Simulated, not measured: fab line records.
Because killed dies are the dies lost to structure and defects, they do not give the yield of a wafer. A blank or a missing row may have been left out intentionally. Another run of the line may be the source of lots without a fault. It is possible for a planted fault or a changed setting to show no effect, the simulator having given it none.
Which tool did it? || flow gf180mcu || 12 lots with 36 wafers sampled at 6 steps, on a route of 602 steps

== WHAT EACH GAUGE READ, for each wafer ==
GF_VT_IMPLANT_TW_MEAS_32.
{"lot": "L898", "measured": "day 7 04:44", "on": "film_metro-03", "VT_IMPLANT_3_TW": "265.9 267.1 266.0"}
{"lot": "L899", "measured": "day 7 09:18", "on": "film_metro-04", "VT_IMPLANT_3_TW": "269.4 267.6 267.7"}
{"lot": "L901", "measured": "day 7 21:05", "on": "film_metro-04", "VT_IMPLANT_3_TW": "269.3 270.1 268.4"}
{"lot": "L902", "measured": "day 8 06:38", "on": "film_metro-04", "VT_IMPLANT_3_TW": "270.2 269.7 269.5"}
{"lot": "L903", "measured": "day 8 12:51", "on": "film_metro-03", "VT_IMPLANT_3_TW": "268.1 267.1 269.3"}
{"lot": "L904", "measured": "day 8 18:33", "on": "film_metro-04", "VT_IMPLANT_3_TW": "270.2 269.7 269.4"}
{"lot": "L908", "measured": "day 9 20:22", "on": "film_metro-02", "VT_IMPLANT_3_TW": "271.8 271.9 272.7"}
{"lot": "L912", "measured": "day 11 01:27", "on": "film_metro-02", "VT_IMPLANT_3_TW": "272.8 273.3 273.3"}
{"lot": "L913", "measured": "day 11 04:41", "on": "film_metro-04", "VT_IMPLANT_3_TW": "269.8 269.7 270.9"}
{"lot": "L914", "measured": "day 11 13:09", "on": "film_metro-03", "VT_IMPLANT_3_TW": "268.6 266.2 267.4"}
{"lot": "L916", "measured": "day 12 01:06", "on": "film_metro-04", "VT_IMPLANT_3_TW": "269.1 268.3 268.1"}
{"lot": "L919", "measured": "day 12 19:12", "on": "film_metro-02", "VT_IMPLANT_3_TW": "271.4 272.1 271.1"}

GF_HV_LDD_CD_MEAS_07: the cd target is 400 nm.
{"lot": "L898", "measured": "day 10 07:26", "on": "cd_sem-01", "cd_nm (nm)": "400.4 400.3 403.4"}
{"lot": "L899", "measured": "day 10 15:16", "on": "cd_sem-01", "cd_nm (nm)": "398.9 394.7 397.9"}
{"lot": "L901", "measured": "day 11 03:15", "on": "cd_sem-02", "cd_nm (nm)": "400.3 399.4 398.0"}
{"lot": "L902", "measured": "day 11 11:04", "on": "cd_sem-02", "cd_nm (nm)": "401.8 402.3 402.5"}
{"lot": "L903", "measured": "day 11 18:42", "on": "cd_sem-02", "cd_nm (nm)": "400.9 401.4 403.1"}
{"lot": "L904", "measured": "day 12 02:25", "on": "cd_sem-02", "cd_nm (nm)": "400.6 401.7 401.6"}
{"lot": "L908", "measured": "day 13 04:33", "on": "cd_sem-01", "cd_nm (nm)": "402.2 400.4 399.3"}
{"lot": "L912", "measured": "day 14 15:41", "on": "cd_sem-02", "cd_nm (nm)": "399.3 398.0 398.9"}
{"lot": "L913", "measured": "day 14 21:40", "on": "cd_sem-01", "cd_nm (nm)": "403.7 399.8 401.9"}
{"lot": "L914", "measured": "day 15 05:40", "on": "cd_sem-02", "cd_nm (nm)": "399.6 397.5 398.0"}
{"lot": "L916", "measured": "day 15 18:19", "on": "cd_sem-02", "cd_nm (nm)": "398.9 398.7 397.9"}
{"lot": "L919", "measured": "day 16 17:11", "on": "cd_sem-01", "cd_nm (nm)": "400.3 403.0 400.9"}

GF_HV_LDD_OVL_MEAS_47.
{"lot": "L898", "measured": "day 12 14:46", "on": "overlay-02", "HV_LDD_03_OVL (nm)": "-1.0 -0.3 0.0"}
{"lot": "L899", "measured": "day 13 00:14", "on": "overlay-01", "HV_LDD_03_OVL (nm)": "0.8 -1.8 -0.3"}
{"lot": "L901", "measured": "day 13 12:46", "on": "overlay-01", "HV_LDD_03_OVL (nm)": "-0.5 -0.4 1.5"}
{"lot": "L902", "measured": "day 13 21:56", "on": "overlay-02", "HV_LDD_03_OVL (nm)": "1.0 0.4 0.5"}
{"lot": "L903", "measured": "day 14 07:35", "on": "overlay-02", "HV_LDD_03_OVL (nm)": "0.7 2.0 0.5"}
{"lot": "L904", "measured": "day 14 16:52", "on": "overlay-01", "HV_LDD_03_OVL (nm)": "-1.4 -2.7 -1.3"}
{"lot": "L908", "measured": "day 15 21:07", "on": "overlay-01", "HV_LDD_03_OVL (nm)": "-1.8 -1.5 -1.2"}
{"lot": "L912", "measured": "day 17 11:37", "on": "overlay-02", "HV_LDD_03_OVL (nm)": "1.4 0.1 -1.0"}
{"lot": "L913", "measured": "day 17 17:47", "on": "overlay-02", "HV_LDD_03_OVL (nm)": "-1.1 -1.1 -0.3"}
{"lot": "L914", "measured": "day 18 04:34", "on": "overlay-01", "HV_LDD_03_OVL (nm)": "-1.7 0.3 -3.0"}
{"lot": "L916", "measured": "day 18 18:13", "on": "overlay-01", "HV_LDD_03_OVL (nm)": "0.2 0.5 0.9"}
{"lot": "L919", "measured": "day 19 18:38", "on": "overlay-02", "HV_LDD_03_OVL (nm)": "-1.3 -0.7 -2.0"}

GF_HV_LDD_TW_MEAS_50.
{"lot": "L898", "measured": "day 12 15:03", "on": "film_metro-03", "HV_LDD_4_TW": "566 566 565"}
{"lot": "L899", "measured": "day 13 00:31", "on": "film_metro-03", "HV_LDD_4_TW": "567 565 570"}
{"lot": "L901", "measured": "day 13 13:04", "on": "film_metro-01", "HV_LDD_4_TW": "31 31 31 31 31 31"}
{"lot": "L902", "measured": "day 13 22:14", "on": "film_metro-03", "HV_LDD_4_TW": "30 30 30 30 30 30"}
{"lot": "L903", "measured": "day 14 07:52", "on": "film_metro-04", "HV_LDD_4_TW": "30 30 30 30 30 30"}
{"lot": "L904", "measured": "day 14 17:09", "on": "film_metro-01", "HV_LDD_4_TW": "582 580 582"}
{"lot": "L908", "measured": "day 15 21:25", "on": "film_metro-04", "HV_LDD_4_TW": "575 567 572"}
{"lot": "L912", "measured": "day 17 11:55", "on": "film_metro-04", "HV_LDD_4_TW": "573 571 572"}
{"lot": "L913", "measured": "day 17 18:04", "on": "film_metro-04", "HV_LDD_4_TW": "571 572 571"}
{"lot": "L914", "measured": "day 18 04:50", "on": "film_metro-01", "HV_LDD_4_TW": "579 577 578"}
{"lot": "L916", "measured": "day 18 18:29", "on": "film_metro-01", "HV_LDD_4_TW": "576 580 581"}
{"lot": "L919", "measured": "day 19 18:56", "on": "film_metro-03", "HV_LDD_4_TW": "562 561 563"}

== EACH LOT AND THE TOOL THAT RAN IT (in order: tool; ch and the chambers of the sampled wafers; start) ==
{"lot": "L898", "GF_HV_LDD_STRIP_37": "plasma_asher-02 ch 0,1, day 11 20:00", "GF_HV_LDD_STRIP_49": "plasma_asher-01 ch 0,1, day 12 14:57"}
{"lot": "L899", "GF_HV_LDD_STRIP_37": "plasma_asher-04 ch 0,1, day 12 04:28", "GF_HV_LDD_STRIP_49": "plasma_asher-04 ch 0,1, day 13 00:25"}
{"lot": "L901", "GF_HV_LDD_STRIP_37": "plasma_asher-04 ch 0,1, day 12 17:01", "GF_HV_LDD_STRIP_49": "plasma_asher-04 ch 0,1, day 13 12:58"}
{"lot": "L902", "GF_HV_LDD_STRIP_37": "plasma_asher-02 ch 0,1, day 13 01:55", "GF_HV_LDD_STRIP_49": "plasma_asher-04 ch 0,1, day 13 22:07"}
{"lot": "L903", "GF_HV_LDD_STRIP_37": "plasma_asher-01 ch 0,1, day 13 10:19", "GF_HV_LDD_STRIP_49": "plasma_asher-01 ch 0,1, day 14 07:46"}
{"lot": "L904", "GF_HV_LDD_STRIP_37": "plasma_asher-04 ch 0,1, day 13 19:09", "GF_HV_LDD_STRIP_49": "plasma_asher-01 ch 0,1, day 14 17:03"}
{"lot": "L908", "GF_HV_LDD_STRIP_37": "plasma_asher-02 ch 0,1, day 14 23:02", "GF_HV_LDD_STRIP_49": "plasma_asher-04 ch 0,1, day 15 21:20"}
{"lot": "L912", "GF_HV_LDD_STRIP_37": "plasma_asher-01 ch 0,1, day 16 12:13", "GF_HV_LDD_STRIP_49": "plasma_asher-01 ch 0,1, day 17 11:49"}
{"lot": "L913", "GF_HV_LDD_STRIP_37": "plasma_asher-04 ch 0,1, day 16 18:40", "GF_HV_LDD_STRIP_49": "plasma_asher-04 ch 0, day 17 17:58"}
{"lot": "L914", "GF_HV_LDD_STRIP_37": "plasma_asher-04 ch 0,1, day 17 05:02", "GF_HV_LDD_STRIP_49": "plasma_asher-02 ch 0,1, day 18 04:44"}
{"lot": "L916", "GF_HV_LDD_STRIP_37": "plasma_asher-01 ch 0,1, day 17 17:52", "GF_HV_LDD_STRIP_49": "plasma_asher-02 ch 0,1, day 18 18:23"}
{"lot": "L919", "GF_HV_LDD_STRIP_37": "plasma_asher-04 ch 0,1, day 18 17:50", "GF_HV_LDD_STRIP_49": "plasma_asher-04 ch 0,1, day 19 18:50"}
- GF_HV_LDD_STRIP_37: strips in O2/N2.
- GF_HV_LDD_STRIP_49: strips in O2/N2.

== AS READ BY THE TOOLS THEMSELVES (means over the sampled wafers that have a number; for cases with no such wafer, the mark the record gives instead) ==
GF_HV_LDD_STRIP_37.
{"lot": "L898", "tool": "plasma_asher-02", "chamber_pressure_mTorr (mTorr)": 1499.1, "drypump_motor_current_A (A)": 6.0, "heater_power_w (W)": 375, "n2_flow_sccm (sccm)": 300.5, "oes_product_au (a.u.)": 0.718, "strip_time_to_endpoint_s (s)": 12.68}
{"lot": "L899", "tool": "plasma_asher-04", "chamber_pressure_mTorr (mTorr)": 1500.9, "drypump_motor_current_A (A)": 5.2, "heater_power_w (W)": 332, "n2_flow_sccm (sccm)": 300.1, "oes_product_au (a.u.)": 0.714, "strip_time_to_endpoint_s (s)": 12.62}
{"lot": "L901", "tool": "plasma_asher-04", "chamber_pressure_mTorr (mTorr)": "-", "drypump_motor_current_A (A)": "-", "heater_power_w (W)": "-", "n2_flow_sccm (sccm)": "-", "oes_product_au (a.u.)": "-", "strip_time_to_endpoint_s (s)": "-"}
{"lot": "L902", "tool": "plasma_asher-02", "chamber_pressure_mTorr (mTorr)": "-", "drypump_motor_current_A (A)": "-", "heater_power_w (W)": "-", "n2_flow_sccm (sccm)": "-", "oes_product_au (a.u.)": "-", "strip_time_to_endpoint_s (s)": "-"}
{"lot": "L903", "tool": "plasma_asher-01", "chamber_pressure_mTorr (mTorr)": "-", "drypump_motor_current_A (A)": "-", "heater_power_w (W)": "-", "n2_flow_sccm (sccm)": "-", "oes_product_au (a.u.)": "-", "strip_time_to_endpoint_s (s)": "-"}
{"lot": "L904", "tool": "plasma_asher-04", "chamber_pressure_mTorr (mTorr)": 1500.9, "drypump_motor_current_A (A)": 5.3, "heater_power_w (W)": 336, "n2_flow_sccm (sccm)": 299.6, "oes_product_au (a.u.)": 0.712, "strip_time_to_endpoint_s (s)": 12.63}
{"lot": "L908", "tool": "plasma_asher-02", "chamber_pressure_mTorr (mTorr)": 1500.7, "drypump_motor_current_A (A)": 6.1, "heater_power_w (W)": 399, "n2_flow_sccm (sccm)": 299.9, "oes_product_au (a.u.)": 0.715, "strip_time_to_endpoint_s (s)": 12.64}
{"lot": "L912", "tool": "plasma_asher-01", "chamber_pressure_mTorr (mTorr)": 1500.2, "drypump_motor_current_A (A)": 5.7, "heater_power_w (W)": 338, "n2_flow_sccm (sccm)": 300.7, "oes_product_au (a.u.)": 0.714, "strip_time_to_endpoint_s (s)": 12.67}
{"lot": "L913", "tool": "plasma_asher-04", "chamber_pressure_mTorr (mTorr)": 1499.4, "drypump_motor_current_A (A)": 5.2, "heater_power_w (W)": 335, "n2_flow_sccm (sccm)": 299.1, "oes_product_au (a.u.)": 0.716, "strip_time_to_endpoint_s (s)": 12.59}
{"lot": "L914", "tool": "plasma_asher-04", "chamber_pressure_mTorr (mTorr)": 1499.4, "drypump_motor_current_A (A)": 5.3, "heater_power_w (W)": 331, "n2_flow_sccm (sccm)": 300.5, "oes_product_au (a.u.)": 0.717, "strip_time_to_endpoint_s (s)": 12.64}
{"lot": "L916", "tool": "plasma_asher-01", "chamber_pressure_mTorr (mTorr)": 1498.7, "drypump_motor_current_A (A)": 5.7, "heater_power_w (W)": 338, "n2_flow_sccm (sccm)": 301.2, "oes_product_au (a.u.)": 0.713, "strip_time_to_endpoint_s (s)": 12.67}
{"lot": "L919", "tool": "plasma_asher-04", "chamber_pressure_mTorr (mTorr)": 1499.4, "drypump_motor_current_A (A)": 5.2, "heater_power_w (W)": 336, "n2_flow_sccm (sccm)": 299.8, "oes_product_au (a.u.)": 0.718, "strip_time_to_endpoint_s (s)": 12.63}

GF_HV_LDD_STRIP_49.
{"lot": "L898", "tool": "plasma_asher-01", "chamber_pressure_mTorr (mTorr)": 1499.9, "drypump_motor_current_A (A)": 5.7, "heater_power_w (W)": 346, "n2_flow_sccm (sccm)": 299.0, "oes_product_au (a.u.)": 0.720, "strip_time_to_endpoint_s (s)": 12.63}
{"lot": "L899", "tool": "plasma_asher-04", "chamber_pressure_mTorr (mTorr)": 1497.9, "drypump_motor_current_A (A)": 5.2, "heater_power_w (W)": 337, "n2_flow_sccm (sccm)": 300.1, "oes_product_au (a.u.)": 0.715, "strip_time_to_endpoint_s (s)": 12.59}
{"lot": "L901", "tool": "plasma_asher-04", "chamber_pressure_mTorr (mTorr)": 1502.0, "drypump_motor_current_A (A)": 5.3, "heater_power_w (W)": 332, "n2_flow_sccm (sccm)": 299.0, "oes_product_au (a.u.)": 0.720, "strip_time_to_endpoint_s (s)": 27.61}
{"lot": "L902", "tool": "plasma_asher-04", "chamber_pressure_mTorr (mTorr)": 1500.4, "drypump_motor_current_A (A)": 5.3, "heater_power_w (W)": 355, "n2_flow_sccm (sccm)": 301.0, "oes_product_au (a.u.)": 0.720, "strip_time_to_endpoint_s (s)": 27.62}
{"lot": "L903", "tool": "plasma_asher-01", "chamber_pressure_mTorr (mTorr)": 1500.0, "drypump_motor_current_A (A)": 5.7, "heater_power_w (W)": 346, "n2_flow_sccm (sccm)": 299.6, "oes_product_au (a.u.)": 0.717, "strip_time_to_endpoint_s (s)": 27.61}
{"lot": "L904", "tool": "plasma_asher-01", "chamber_pressure_mTorr (mTorr)": 1500.2, "drypump_motor_current_A (A)": 5.7, "heater_power_w (W)": 343, "n2_flow_sccm (sccm)": 300.0, "oes_product_au (a.u.)": 0.719, "strip_time_to_endpoint_s (s)": 12.66}
{"lot": "L908", "tool": "plasma_asher-04", "chamber_pressure_mTorr (mTorr)": 1501.7, "drypump_motor_current_A (A)": 5.2, "heater_power_w (W)": 337, "n2_flow_sccm (sccm)": 299.5, "oes_product_au (a.u.)": 0.713, "strip_time_to_endpoint_s (s)": 12.68}
{"lot": "L912", "tool": "plasma_asher-01", "chamber_pressure_mTorr (mTorr)": 1499.4, "drypump_motor_current_A (A)": 5.7, "heater_power_w (W)": 339, "n2_flow_sccm (sccm)": 298.9, "oes_product_au (a.u.)": 0.713, "strip_time_to_endpoint_s (s)": 12.66}
{"lot": "L913", "tool": "plasma_asher-04", "chamber_pressure_mTorr (mTorr)": 1500.0, "drypump_motor_current_A (A)": 5.1, "heater_power_w (W)": 313, "n2_flow_sccm (sccm)": 298.3, "oes_product_au (a.u.)": 0.719, "strip_time_to_endpoint_s (s)": 12.66}
{"lot": "L914", "tool": "plasma_asher-02", "chamber_pressure_mTorr (mTorr)": 1500.4, "drypump_motor_current_A (A)": 6.1, "heater_power_w (W)": 397, "n2_flow_sccm (sccm)": 300.4, "oes_product_au (a.u.)": 0.713, "strip_time_to_endpoint_s (s)": 12.65}
{"lot": "L916", "tool": "plasma_asher-02", "chamber_pressure_mTorr (mTorr)": 1500.7, "drypump_motor_current_A (A)": 6.0, "heater_power_w (W)": 373, "n2_flow_sccm (sccm)": 299.7, "oes_product_au (a.u.)": 0.716, "strip_time_to_endpoint_s (s)": 12.65}
{"lot": "L919", "tool": "plasma_asher-04", "chamber_pressure_mTorr (mTorr)": 1499.5, "drypump_motor_current_A (A)": 5.2, "heater_power_w (W)": 336, "n2_flow_sccm (sccm)": 300.3, "oes_product_au (a.u.)": 0.715, "strip_time_to_endpoint_s (s)": 12.65}

== THE ANSWER, worked out from the rows above alone ==
Rule: what is usual is taken from the lots themselves. Put in order of their means at a reading, lots are off if they are a third of the lots or fewer, leave a main group of 4 or more, and stand apart from it by a gap of 3 or more times the standard deviation of the main group's means; of several such gaps the widest counts. If all means in a main group match to the digits the tables above print for the reading, that group is not used. Also off: a lot with no number at a reading for which 4 or more lots have one. Any other lot the step has rows for is counted as sound. The gauges are gone through in route order, then the tools' own readings, and for those a lot's mean is taken as printed above. The first step at which some lot is off is used, and at that step the reading that is off furthest; a lot without a number counts as furthest.
Off: L901, L902, L903, at GF_HV_LDD_TW_MEAS_50 (HV_LDD_4_TW). The main group: mean 572, standard deviation 6.1.
A tool fits if, at a process step before that reading, it ran every lot that is off, and no sound lot after the first of them. Not tried: the gauges at GF_HV_LDD_TW_MEAS_50; whatever is off there is also off at GF_HV_LDD_STRIP_37, on other tools, and gauge error can't account for it. None of those tried fits.

== WHAT WAS PUT IN BY THE SIMULATOR ==
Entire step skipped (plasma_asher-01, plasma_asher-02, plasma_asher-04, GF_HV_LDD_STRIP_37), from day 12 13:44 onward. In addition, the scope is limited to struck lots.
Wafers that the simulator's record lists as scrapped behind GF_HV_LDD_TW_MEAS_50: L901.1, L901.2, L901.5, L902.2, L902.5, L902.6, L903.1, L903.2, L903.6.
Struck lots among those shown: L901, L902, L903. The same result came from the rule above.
